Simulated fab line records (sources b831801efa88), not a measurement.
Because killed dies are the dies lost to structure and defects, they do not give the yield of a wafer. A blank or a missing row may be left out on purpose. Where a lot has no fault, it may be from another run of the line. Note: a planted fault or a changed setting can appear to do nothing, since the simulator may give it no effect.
The tool behind it: which one? / flow sky130 / 24 lots, 72 wafers sampled, at 6 steps of a route of 708

== WHAT THE GAUGES SHOWED, per wafer ==
SKY_VIA3_THK_MEAS_01. Usual: VIA3_HDPCVD_THK typically reads 1638 nm, with standard deviation 18.
lot=L076; measured=day 39 09:17; on=film metro-03; VIA3_HDPCVD_THK (nm)=1673 1638 1652; flag=
lot=L075; measured=day 39 10:06; on=film metro-04; VIA3_HDPCVD_THK (nm)=1653 1679 1654; flag=
lot=L074; measured=day 39 10:50; on=film metro-03; VIA3_HDPCVD_THK (nm)=1665 1656 1646; flag=
lot=L077; measured=day 39 11:42; on=film metro-03; VIA3_HDPCVD_THK (nm)=1657 1648 1633; flag=
lot=L078; measured=day 39 19:49; on=film metro-02; VIA3_HDPCVD_THK (nm)=1641 1619 1622; flag=
lot=L079; measured=day 40 05:09; on=film metro-02; VIA3_HDPCVD_THK (nm)=1620 1650 1614; flag=
lot=L080; measured=day 40 12:11; on=film metro-02; VIA3_HDPCVD_THK (nm)=1678 1673 1657; flag=
lot=L081; measured=day 40 20:53; on=film metro-04; VIA3_HDPCVD_THK (nm)=1640 1616 1615; flag=
lot=L082; measured=day 41 06:05; on=film metro-04; VIA3_HDPCVD_THK (nm)=1628 1613 1665; flag=
lot=L083; measured=day 41 11:27; on=film metro-02; VIA3_HDPCVD_THK (nm)=1620 1596 1628; flag=
lot=L084; measured=day 41 19:20; on=film metro-03; VIA3_HDPCVD_THK (nm)=1624 1618 1661; flag=
lot=L085; measured=day 41 19:25; on=film metro-04; VIA3_HDPCVD_THK (nm)=1650 1648 1621; flag=
lot=L086; measured=day 42 06:50; on=film metro-04; VIA3_HDPCVD_THK (nm)=1639 1617 1621; flag=
lot=L087; measured=day 42 15:35; on=film metro-04; VIA3_HDPCVD_THK (nm)=1646 1618 1642; flag=
lot=L088; measured=day 42 23:04; on=film metro-03; VIA3_HDPCVD_THK (nm)=1645 1640 1620; flag=
lot=L089; measured=day 43 03:22; on=film metro-02; VIA3_HDPCVD_THK (nm)=1654 1677 1651; flag=
lot=L090; measured=day 43 06:07; on=film metro-03; VIA3_HDPCVD_THK (nm)=1629 1646 1622; flag=
lot=L093; measured=day 44 17:43; on=film metro-04; VIA3_HDPCVD_THK (nm)=1607 1628 1633; flag=
lot=L094; measured=day 44 19:19; on=film metro-03; VIA3_HDPCVD_THK (nm)=1637 1622 1598; flag=
lot=L091; measured=day 44 19:55; on=film metro-02; VIA3_HDPCVD_THK (nm)=1644 1638 1662; flag=
lot=L095; measured=day 44 21:11; on=film metro-04; VIA3_HDPCVD_THK (nm)=1641 1659 1645; flag=
lot=L092; measured=day 44 23:05; on=film metro-03; VIA3_HDPCVD_THK (nm)=1643 1648 1626; flag=
lot=L096; measured=day 44 23:37; on=film metro-04; VIA3_HDPCVD_THK (nm)=1623 1630 1643; flag=
lot=L097; measured=day 45 04:10; on=film metro-02; VIA3_HDPCVD_THK (nm)=1633 1614 1611; flag=

SKY_CAP2M_THK_MEAS_01. Usual: CAP2M_CVD_00_THK typically reads 15.5 nm, with standard deviation 0.34.
lot=L076; measured=day 40 12:27; on=film metro-02; CAP2M_CVD_00_THK (nm)=15.8 15.5 15.8; flag=
lot=L075; measured=day 40 13:11; on=film metro-02; CAP2M_CVD_00_THK (nm)=14.7 15.0 15.2; flag=
lot=L074; measured=day 40 14:09; on=film metro-01; CAP2M_CVD_00_THK (nm)=15.4 15.6 16.1; flag=
lot=L077; measured=day 40 14:51; on=film metro-01; CAP2M_CVD_00_THK (nm)=15.6 15.7 16.0; flag=
lot=L078; measured=day 40 22:45; on=film metro-01; CAP2M_CVD_00_THK (nm)=15.6 15.6 15.2; flag=
lot=L079; measured=day 41 07:47; on=film metro-02; CAP2M_CVD_00_THK (nm)=15.2 15.9 16.0; flag=
lot=L080; measured=day 41 14:38; on=film metro-01; CAP2M_CVD_00_THK (nm)=15.5 15.5 16.0; flag=
lot=L081; measured=day 41 23:19; on=film metro-04; CAP2M_CVD_00_THK (nm)=15.1 15.5 15.9; flag=
lot=L082; measured=day 42 08:07; on=film metro-01; CAP2M_CVD_00_THK (nm)=15.7 15.8 15.7; flag=
lot=L083; measured=day 42 14:22; on=film metro-04; CAP2M_CVD_00_THK (nm)=16.1 15.8 15.9; flag=
lot=L084; measured=day 42 21:28; on=film metro-04; CAP2M_CVD_00_THK (nm)=15.9 15.6 15.9; flag=
lot=L085; measured=day 42 21:44; on=film metro-01; CAP2M_CVD_00_THK (nm)=15.3 15.3 15.2; flag=
lot=L086; measured=day 43 08:46; on=film metro-04; CAP2M_CVD_00_THK (nm)=15.6 14.9 15.8; flag=
lot=L087; measured=day 43 16:41; on=film metro-04; CAP2M_CVD_00_THK (nm)=16.0 15.5 15.6; flag=
lot=L088; measured=day 44 00:02; on=film metro-02; CAP2M_CVD_00_THK (nm)=15.6 15.1 15.7; flag=
lot=L089; measured=day 44 03:48; on=film metro-01; CAP2M_CVD_00_THK (nm)=15.6 15.3 16.3; flag=
lot=L090; measured=day 44 13:20; on=film metro-02; CAP2M_CVD_00_THK (nm)=15.0 15.1 15.4; flag=
lot=L093; measured=day 45 17:14; on=film metro-04; CAP2M_CVD_00_THK (nm)=15.2 15.1 15.7; flag=
lot=L094; measured=day 45 19:38; on=film metro-04; CAP2M_CVD_00_THK (nm)=15.5 15.6 16.0; flag=
lot=L091; measured=day 45 19:42; on=film metro-01; CAP2M_CVD_00_THK (nm)=15.1 15.5 15.0; flag=
lot=L095; measured=day 45 21:13; on=film metro-01; CAP2M_CVD_00_THK (nm)=15.1 15.8 15.5; flag=
lot=L092; measured=day 45 22:33; on=film metro-04; CAP2M_CVD_00_THK (nm)=15.5 15.0 15.2; flag=
lot=L096; measured=day 45 23:40; on=film metro-04; CAP2M_CVD_00_THK (nm)=15.6 16.3 15.9; flag=
lot=L097; measured=day 46 03:19; on=film metro-02; CAP2M_CVD_00_THK (nm)=15.3 15.3 15.6; flag=

SKY_VIA4_THK_MEAS_01. Usual: VIA4_HDPCVD_THK typically reads 1757 nm, with standard deviation 21.
lot=L076; measured=day 42 15:46; on=film metro-01; VIA4_HDPCVD_THK (nm)=1803 1771 1774; flag=
lot=L075; measured=day 42 16:41; on=film metro-02; VIA4_HDPCVD_THK (nm)=1739 1748 1745; flag=
lot=L074; measured=day 42 17:29; on=film metro-01; VIA4_HDPCVD_THK (nm)=1753 1771 1760; flag=
lot=L077; measured=day 42 18:00; on=film metro-03; VIA4_HDPCVD_THK (nm)=1732 1756 1742; flag=
lot=L078; measured=day 43 01:35; on=film metro-02; VIA4_HDPCVD_THK (nm)=1788 1791 1780; flag=
lot=L079; measured=day 43 09:46; on=film metro-01; VIA4_HDPCVD_THK (nm)=1734 1744 1740; flag=
lot=L080; measured=day 43 16:13; on=film metro-01; VIA4_HDPCVD_THK (nm)=1764 1761 1761; flag=
lot=L081; measured=day 44 00:51; on=film metro-03; VIA4_HDPCVD_THK (nm)=1781 1789 1769; flag=
lot=L082; measured=day 44 06:57; on=film metro-01; VIA4_HDPCVD_THK (nm)=1753 1744 1740; flag=
lot=L083; measured=day 44 14:46; on=film metro-02; VIA4_HDPCVD_THK (nm)=1767 1739 1720; flag=
lot=L084; measured=day 44 18:30; on=film metro-03; VIA4_HDPCVD_THK (nm)=1712 1697 1724; flag=
lot=L085; measured=day 44 18:50; on=film metro-02; VIA4_HDPCVD_THK (nm)=1744 1778 1752; flag=
lot=L086; measured=day 45 04:43; on=film metro-01; VIA4_HDPCVD_THK (nm)=1737 1764 1756; flag=
lot=L087; measured=day 45 13:55; on=film metro-01; VIA4_HDPCVD_THK (nm)=1771 1779 1779; flag=
lot=L088; measured=day 45 18:49; on=film metro-01; VIA4_HDPCVD_THK (nm)=1785 1758 1740; flag=
lot=L089; measured=day 45 23:59; on=film metro-03; VIA4_HDPCVD_THK (nm)=1748 1743 1744; flag=
lot=L090; measured=day 46 09:40; on=film metro-01; VIA4_HDPCVD_THK (nm)=1750 1775 1751; flag=
lot=L093; measured=day 47 12:35; on=film metro-03; VIA4_HDPCVD_THK (nm)=1775 1788 1777; flag=
lot=L094; measured=day 47 15:17; on=film metro-01; VIA4_HDPCVD_THK (nm)=1746 1763 1744; flag=
lot=L091; measured=day 47 15:55; on=film metro-02; VIA4_HDPCVD_THK (nm)=1765 1760 1798; flag=
lot=L095; measured=day 47 16:52; on=film metro-02; VIA4_HDPCVD_THK (nm)=1759 1726 1763; flag=
lot=L092; measured=day 47 18:11; on=film metro-01; VIA4_HDPCVD_THK (nm)=1741 1773 1720; flag=
lot=L096; measured=day 47 18:31; on=film metro-01; VIA4_HDPCVD_THK (nm)=1759 1766 1722; flag=
lot=L097; measured=day 47 21:31; on=film metro-03; VIA4_HDPCVD_THK (nm)=1737 1730 1766; flag=

SKY_VIA4_BOW_MEAS_03. Usual: VIA4_BOW typically reads 81 um, with standard deviation 7.
lot=L076; measured=day 42 16:09; on=film metro-01; VIA4_BOW (um)=81 79 77; flag=
lot=L075; measured=day 42 17:03; on=film metro-01; VIA4_BOW (um)=85 81 87; flag=
lot=L074; measured=day 42 17:51; on=film metro-02; VIA4_BOW (um)=82 88 88; flag=
lot=L077; measured=day 42 18:23; on=film metro-02; VIA4_BOW (um)=93 75 90; flag=
lot=L078; measured=day 43 01:57; on=film metro-02; VIA4_BOW (um)=84 77 80; flag=
lot=L079; measured=day 43 10:08; on=film metro-03; VIA4_BOW (um)=74 62 78; flag=
lot=L080; measured=day 43 16:36; on=film metro-01; VIA4_BOW (um)=83 81 79; flag=
lot=L081; measured=day 44 01:24; on=film metro-02; VIA4_BOW (um)=76 80 85; flag=
lot=L082; measured=day 44 13:46; on=film metro-02; VIA4_BOW (um)=94 69 86; flag=
lot=L083; measured=day 44 16:32; on=film metro-03; VIA4_BOW (um)=90 73 71; flag=
lot=L084; measured=day 44 18:54; on=film metro-01; VIA4_BOW (um)=78 82 71; flag=
lot=L085; measured=day 44 19:14; on=film metro-02; VIA4_BOW (um)=87 90 79; flag=
lot=L086; measured=day 45 05:05; on=film metro-01; VIA4_BOW (um)=90 76 79; flag=
lot=L087; measured=day 45 14:17; on=film metro-03; VIA4_BOW (um)=80 72 69; flag=
lot=L088; measured=day 45 19:17; on=film metro-01; VIA4_BOW (um)=84 74 82; flag=
lot=L089; measured=day 46 00:21; on=film metro-01; VIA4_BOW (um)=77 77 80; flag=
lot=L090; measured=day 46 10:01; on=film metro-02; VIA4_BOW (um)=88 84 72; flag=
lot=L093; measured=day 47 12:56; on=film metro-01; VIA4_BOW (um)=84 77 87; flag=
lot=L094; measured=day 47 15:56; on=film metro-01; VIA4_BOW (um)=86 80 74; flag=
lot=L091; measured=day 47 16:16; on=film metro-01; VIA4_BOW (um)=93 77 83; flag=
lot=L095; measured=day 47 17:14; on=film metro-03; VIA4_BOW (um)=74 87 73; flag=
lot=L092; measured=day 47 18:33; on=film metro-03; VIA4_BOW (um)=75 75 57; flag=
lot=L096; measured=day 47 18:53; on=film metro-02; VIA4_BOW (um)=94 89 91; flag=
lot=L097; measured=day 47 21:52; on=film metro-02; VIA4_BOW (um)=76 87 89; flag=

== EACH LOT AND THE TOOL THAT RAN IT (in order: tool; ch and the chambers of the sampled wafers; start) ==
lot=L076; SKY_CAP2M_SPUTTER_02=pvd sputter-01, day 40 12:29; SKY_METAL4_ETCH_16=rie metal-03 ch 0,1, day 42 14:38
lot=L075; SKY_CAP2M_SPUTTER_02=pvd sputter-04, day 40 13:14; SKY_METAL4_ETCH_16=rie metal-04 ch 0,1, day 42 15:35
lot=L074; SKY_CAP2M_SPUTTER_02=pvd sputter-02, day 40 14:12; SKY_METAL4_ETCH_16=rie metal-04 ch 0,1, day 42 16:24
lot=L077; SKY_CAP2M_SPUTTER_02=pvd sputter-01, day 40 14:53; SKY_METAL4_ETCH_16=rie metal-03 ch 0,1, day 42 16:56
lot=L078; SKY_CAP2M_SPUTTER_02=pvd sputter-04, day 40 22:49; SKY_METAL4_ETCH_16=rie metal-01 ch 1, day 43 00:23
lot=L079; SKY_CAP2M_SPUTTER_02=pvd sputter-04, day 41 07:51; SKY_METAL4_ETCH_16=rie metal-01 ch 0,1, day 43 08:42
lot=L080; SKY_CAP2M_SPUTTER_02=pvd sputter-01, day 41 14:41; SKY_METAL4_ETCH_16=rie metal-04 ch 0,1, day 43 15:10
lot=L081; SKY_CAP2M_SPUTTER_02=pvd sputter-04, day 41 23:22; SKY_METAL4_ETCH_16=rie metal-03 ch 0,1, day 43 23:47
lot=L082; SKY_CAP2M_SPUTTER_02=pvd sputter-04, day 42 08:10; SKY_METAL4_ETCH_16=rie metal-01 ch 0,1, day 44 05:53
lot=L083; SKY_CAP2M_SPUTTER_02=pvd sputter-04, day 42 14:28; SKY_METAL4_ETCH_16=rie metal-01 ch 0,1, day 44 13:40
lot=L084; SKY_CAP2M_SPUTTER_02=pvd sputter-01, day 42 21:30; SKY_METAL4_ETCH_16=rie metal-03 ch 0,1, day 44 17:23
lot=L085; SKY_CAP2M_SPUTTER_02=pvd sputter-02, day 42 21:47; SKY_METAL4_ETCH_16=rie metal-01 ch 0,1, day 44 17:43
lot=L086; SKY_CAP2M_SPUTTER_02=pvd sputter-04, day 43 08:49; SKY_METAL4_ETCH_16=rie metal-03 ch 0, day 45 03:38
lot=L087; SKY_CAP2M_SPUTTER_02=pvd sputter-04, day 43 16:44; SKY_METAL4_ETCH_16=rie metal-04 ch 0,1, day 45 12:48
lot=L088; SKY_CAP2M_SPUTTER_02=pvd sputter-02, day 44 00:08; SKY_METAL4_ETCH_16=rie metal-04 ch 0,1, day 45 17:40
lot=L089; SKY_CAP2M_SPUTTER_02=pvd sputter-01, day 44 03:52; SKY_METAL4_ETCH_16=rie metal-04 ch 0,1, day 45 22:52
lot=L090; SKY_CAP2M_SPUTTER_02=pvd sputter-02, day 44 13:24; SKY_METAL4_ETCH_16=rie metal-03 ch 0,1, day 46 08:15
lot=L093; SKY_CAP2M_SPUTTER_02=pvd sputter-04, day 45 17:18; SKY_METAL4_ETCH_16=rie metal-01 ch 1, day 47 11:31
lot=L094; SKY_CAP2M_SPUTTER_02=pvd sputter-04, day 45 19:41; SKY_METAL4_ETCH_16=rie metal-01 ch 0,1, day 47 14:10
lot=L091; SKY_CAP2M_SPUTTER_02=pvd sputter-01, day 45 19:46; SKY_METAL4_ETCH_16=rie metal-01 ch 0,1, day 47 14:31
lot=L095; SKY_CAP2M_SPUTTER_02=pvd sputter-01, day 45 21:16; SKY_METAL4_ETCH_16=rie metal-03 ch 0,1, day 47 15:45
lot=L092; SKY_CAP2M_SPUTTER_02=pvd sputter-04, day 45 22:36; SKY_METAL4_ETCH_16=rie metal-03 ch 1, day 47 17:06
lot=L096; SKY_CAP2M_SPUTTER_02=pvd sputter-04, day 45 23:44; SKY_METAL4_ETCH_16=rie metal-04 ch 0,1, day 47 17:27
lot=L097; SKY_CAP2M_SPUTTER_02=pvd sputter-04, day 46 03:23; SKY_METAL4_ETCH_16=rie metal-01 ch 0,1, day 47 20:26
- SKY_CAP2M_SPUTTER_02: material TiN, target thk 200 nm, time 166.7 s.
- SKY_METAL4_ETCH_16: etches BARC in N2/H2, stops on SiO2, time 88.2 s, target depth 60 nm.

== AS READ BY THE TOOLS THEMSELVES (means over the sampled wafers that have a number; for cases with no such wafer, the mark the record gives instead) ==
SKY_CAP2M_SPUTTER_02. Usual: chamber pressure pa 0.4000 Pa, standard deviation 0.0009; throttle valve pct 30.4 %, standard deviation 1.5.
lot=L076; tool=pvd sputter-01; chamber pressure pa (Pa)=0.4002; throttle valve pct (%)=31.9; flag=
lot=L075; tool=pvd sputter-04; chamber pressure pa (Pa)=0.3999; throttle valve pct (%)=29.3; flag=
lot=L074; tool=pvd sputter-02; chamber pressure pa (Pa)=0.3993; throttle valve pct (%)=30.5; flag=
lot=L077; tool=pvd sputter-01; chamber pressure pa (Pa)=0.4002; throttle valve pct (%)=32.0; flag=
lot=L078; tool=pvd sputter-04; chamber pressure pa (Pa)=0.4002; throttle valve pct (%)=30.2; flag=
lot=L079; tool=pvd sputter-04; chamber pressure pa (Pa)=0.3992; throttle valve pct (%)=28.8; flag=
lot=L080; tool=pvd sputter-01; chamber pressure pa (Pa)=0.4004; throttle valve pct (%)=30.1; flag=
lot=L081; tool=pvd sputter-04; chamber pressure pa (Pa)=0.3996; throttle valve pct (%)=29.8; flag=
lot=L082; tool=pvd sputter-04; chamber pressure pa (Pa)=0.4002; throttle valve pct (%)=29.4; flag=
lot=L083; tool=pvd sputter-04; chamber pressure pa (Pa)=0.4001; throttle valve pct (%)=29.3; flag=
lot=L084; tool=pvd sputter-01; chamber pressure pa (Pa)=0.3995; throttle valve pct (%)=31.8; flag=
lot=L085; tool=pvd sputter-02; chamber pressure pa (Pa)=0.3997; throttle valve pct (%)=30.5; flag=
lot=L086; tool=pvd sputter-04; chamber pressure pa (Pa)=0.3996; throttle valve pct (%)=29.2; flag=
lot=L087; tool=pvd sputter-04; chamber pressure pa (Pa)=0.4004; throttle valve pct (%)=29.3; flag=
lot=L088; tool=pvd sputter-02; chamber pressure pa (Pa)=0.4001; throttle valve pct (%)=30.4; flag=
lot=L089; tool=pvd sputter-01; chamber pressure pa (Pa)=0.4004; throttle valve pct (%)=30.6; flag=
lot=L090; tool=pvd sputter-02; chamber pressure pa (Pa)=0.3996; throttle valve pct (%)=30.6; flag=
lot=L093; tool=pvd sputter-04; chamber pressure pa (Pa)=0.4010; throttle valve pct (%)=29.4; flag=
lot=L094; tool=pvd sputter-04; chamber pressure pa (Pa)=0.3993; throttle valve pct (%)=29.8; flag=
lot=L091; tool=pvd sputter-01; chamber pressure pa (Pa)=0.4000; throttle valve pct (%)=32.6; flag=
lot=L095; tool=pvd sputter-01; chamber pressure pa (Pa)=0.3995; throttle valve pct (%)=31.3; flag=
lot=L092; tool=pvd sputter-04; chamber pressure pa (Pa)=0.4002; throttle valve pct (%)=29.8; flag=
lot=L096; tool=pvd sputter-04; chamber pressure pa (Pa)=0.3992; throttle valve pct (%)=29.7; flag=
lot=L097; tool=pvd sputter-04; chamber pressure pa (Pa)=0.3993; throttle valve pct (%)=30.9; flag=

SKY_METAL4_ETCH_16. Usual: chamber pressure mTorr 30.00 mTorr, standard deviation 0.033; drypump motor current A 5.7 A, standard deviation 0.46; oes product au 0.626 a.u., standard deviation 0.0042; throttle valve pct 13.205 %, standard deviation 0.0089.
lot=L076; tool=rie metal-03; chamber pressure mTorr (mTorr)=30.03; drypump motor current A (A)=5.2; oes product au (a.u.)=0.631; throttle valve pct (%)=13.202; flag=
lot=L075; tool=rie metal-04; chamber pressure mTorr (mTorr)=29.98; drypump motor current A (A)=6.0; oes product au (a.u.)=0.624; throttle valve pct (%)=13.204; flag=
lot=L074; tool=rie metal-04; chamber pressure mTorr (mTorr)=30.00; drypump motor current A (A)=6.0; oes product au (a.u.)=0.630; throttle valve pct (%)=13.206; flag=
lot=L077; tool=rie metal-03; chamber pressure mTorr (mTorr)=29.99; drypump motor current A (A)=5.2; oes product au (a.u.)=0.628; throttle valve pct (%)=13.206; flag=
lot=L078; tool=rie metal-01; chamber pressure mTorr (mTorr)=30.00; drypump motor current A (A)=6.3; oes product au (a.u.)=0.623; throttle valve pct (%)=13.199; flag=
lot=L079; tool=rie metal-01; chamber pressure mTorr (mTorr)=30.04; drypump motor current A (A)=6.2; oes product au (a.u.)=0.625; throttle valve pct (%)=13.206; flag=
lot=L080; tool=rie metal-04; chamber pressure mTorr (mTorr)=30.02; drypump motor current A (A)=6.0; oes product au (a.u.)=0.628; throttle valve pct (%)=13.212; flag=
lot=L081; tool=rie metal-03; chamber pressure mTorr (mTorr)=29.96; drypump motor current A (A)=5.1; oes product au (a.u.)=0.624; throttle valve pct (%)=13.200; flag=
lot=L082; tool=rie metal-01; chamber pressure mTorr (mTorr)=29.99; drypump motor current A (A)=6.2; oes product au (a.u.)=0.629; throttle valve pct (%)=13.202; flag=
lot=L083; tool=rie metal-01; chamber pressure mTorr (mTorr)=29.96; drypump motor current A (A)=6.2; oes product au (a.u.)=0.626; throttle valve pct (%)=13.198; flag=
lot=L084; tool=rie metal-03; chamber pressure mTorr (mTorr)=30.00; drypump motor current A (A)=5.1; oes product au (a.u.)=0.625; throttle valve pct (%)=13.210; flag=
lot=L085; tool=rie metal-01; chamber pressure mTorr (mTorr)=30.01; drypump motor current A (A)=6.0; oes product au (a.u.)=0.628; throttle valve pct (%)=13.203; flag=
lot=L086; tool=rie metal-03; chamber pressure mTorr (mTorr)=30.01; drypump motor current A (A)=5.0; oes product au (a.u.)=0.623; throttle valve pct (%)=13.198; flag=
lot=L087; tool=rie metal-04; chamber pressure mTorr (mTorr)=29.99; drypump motor current A (A)=6.0; oes product au (a.u.)=0.623; throttle valve pct (%)=13.202; flag=
lot=L088; tool=rie metal-04; chamber pressure mTorr (mTorr)=29.99; drypump motor current A (A)=6.0; oes product au (a.u.)=0.626; throttle valve pct (%)=13.200; flag=
lot=L089; tool=rie metal-04; chamber pressure mTorr (mTorr)=30.01; drypump motor current A (A)=6.0; oes product au (a.u.)=0.626; throttle valve pct (%)=13.202; flag=
lot=L090; tool=rie metal-03; chamber pressure mTorr (mTorr)=30.02; drypump motor current A (A)=5.1; oes product au (a.u.)=0.626; throttle valve pct (%)=13.203; flag=
lot=L093; tool=rie metal-01; chamber pressure mTorr (mTorr)=30.00; drypump motor current A (A)=6.3; oes product au (a.u.)=0.627; throttle valve pct (%)=13.199; flag=
lot=L094; tool=rie metal-01; chamber pressure mTorr (mTorr)=30.00; drypump motor current A (A)=6.2; oes product au (a.u.)=0.620; throttle valve pct (%)=13.206; flag=
lot=L091; tool=rie metal-01; chamber pressure mTorr (mTorr)=30.00; drypump motor current A (A)=6.0; oes product au (a.u.)=0.626; throttle valve pct (%)=13.206; flag=
lot=L095; tool=rie metal-03; chamber pressure mTorr (mTorr)=30.00; drypump motor current A (A)=5.2; oes product au (a.u.)=0.627; throttle valve pct (%)=13.201; flag=
lot=L092; tool=rie metal-03; chamber pressure mTorr (mTorr)=29.99; drypump motor current A (A)=5.3; oes product au (a.u.)=0.627; throttle valve pct (%)=13.205; flag=
lot=L096; tool=rie metal-04; chamber pressure mTorr (mTorr)=30.00; drypump motor current A (A)=6.0; oes product au (a.u.)=0.624; throttle valve pct (%)=13.206; flag=
lot=L097; tool=rie metal-01; chamber pressure mTorr (mTorr)=30.00; drypump motor current A (A)=6.0; oes product au (a.u.)=0.630; throttle valve pct (%)=13.203; flag=

== THE ANSWER, worked out from the rows above alone ==
Rule: a lot is off if the mean of its wafers that have a number lies more than 3 standard deviations from the usual mean. A lot without any number at a reading at which 4 lots or more have one is off too. The other lots that the step has rows for count as sound. The gauges are gone through in route order, then the tools' own readings, and for those a lot's mean is taken as printed above. At the first step where some lot is off, the reading lying furthest off is the one used; lots without a number count as furthest.
None of the lots is off at any reading shown; this tells nothing.

== WHAT THE SIMULATOR HAD INSERTED ==
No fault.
